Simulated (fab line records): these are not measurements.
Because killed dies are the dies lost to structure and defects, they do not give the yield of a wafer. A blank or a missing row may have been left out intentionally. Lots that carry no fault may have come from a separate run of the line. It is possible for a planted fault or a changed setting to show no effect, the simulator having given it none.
Which tool was responsible? || flow gf180mcu || Sampling: 7 lots, 21 wafers, 2 of 602 route steps

WHAT THE GAUGES READ, wafer by wafer
GF_HV_LDD_TW_MEAS_11.
{"lot": "L568", "measured": "day 10 19:18", "on": "film-metro-02", "HV_LDD_TW": "2439 2420 2428"}
{"lot": "L570", "measured": "day 11 15:39", "on": "film-metro-03", "HV_LDD_TW": "2431 2414 2422"}
{"lot": "L574", "measured": "day 12 18:29", "on": "film-metro-02", "HV_LDD_TW": "2870 2863 2873"}
{"lot": "L577", "measured": "day 13 15:16", "on": "film-metro-03", "HV_LDD_TW": "2406 2422 2403"}
{"lot": "L584", "measured": "day 15 21:57", "on": "film-metro-02", "HV_LDD_TW": "2421 2430 2433"}
{"lot": "L586", "measured": "day 16 11:50", "on": "film-metro-03", "HV_LDD_TW": "2410 2396 2409"}
{"lot": "L588", "measured": "day 17 01:20", "on": "film-metro-02", "HV_LDD_TW": "2428 2419 2414"}

EACH LOT AND THE TOOL THAT RAN IT (in order: tool; ch and the chambers of the sampled wafers; start)
{"lot": "L568", "GF_HV_LDD_IMPLANT_09": "implanter-03 ch 0, day 10 19:04"}
{"lot": "L570", "GF_HV_LDD_IMPLANT_09": "implanter-01 ch 0, day 11 15:25"}
{"lot": "L574", "GF_HV_LDD_IMPLANT_09": "implanter-01 ch 0, day 12 17:55"}
{"lot": "L577", "GF_HV_LDD_IMPLANT_09": "implanter-04 ch 0, day 13 15:01"}
{"lot": "L584", "GF_HV_LDD_IMPLANT_09": "implanter-04 ch 0, day 15 21:42"}
{"lot": "L586", "GF_HV_LDD_IMPLANT_09": "implanter-04 ch 0, day 16 11:37"}
{"lot": "L588", "GF_HV_LDD_IMPLANT_09": "implanter-04 ch 0, day 17 01:05"}
- GF_HV_LDD_IMPLANT_09

THE ANSWER, worked out from the rows above alone
Rule: the usual values come from the lots themselves. The widest of any qualifying gaps counts: lots, ordered by their means at a reading, are off when they make up no more than a third of the lots, leave a main group of 4 or more, and stand apart from it by 3 or more times the standard deviation of that group's means. A main group whose means are all the same, to the digits that the tables above print for the reading, isn't used. A lot without any number at a reading at which 4 lots or more have one is off too. All remaining lots with rows at the step are treated as sound.
Off: L574, at GF_HV_LDD_TW_MEAS_11 (HV_LDD_TW). The main group has a mean of 2419 with a standard deviation of 8.8.
If a tool, at a process step before that reading, ran all the lots that are off and no sound lot after the first of them, it fits. Those tools and the gauges at GF_HV_LDD_TW_MEAS_11 are tried in the same way. One fits: GF_HV_LDD_IMPLANT_09 on implanter-01. Its last sound lot is L570 (day 11 15:25), its first lot that is off L574 (day 12 17:55): a fault that began between those two fits.

WHAT THE SIMULATOR HAD INSERTED
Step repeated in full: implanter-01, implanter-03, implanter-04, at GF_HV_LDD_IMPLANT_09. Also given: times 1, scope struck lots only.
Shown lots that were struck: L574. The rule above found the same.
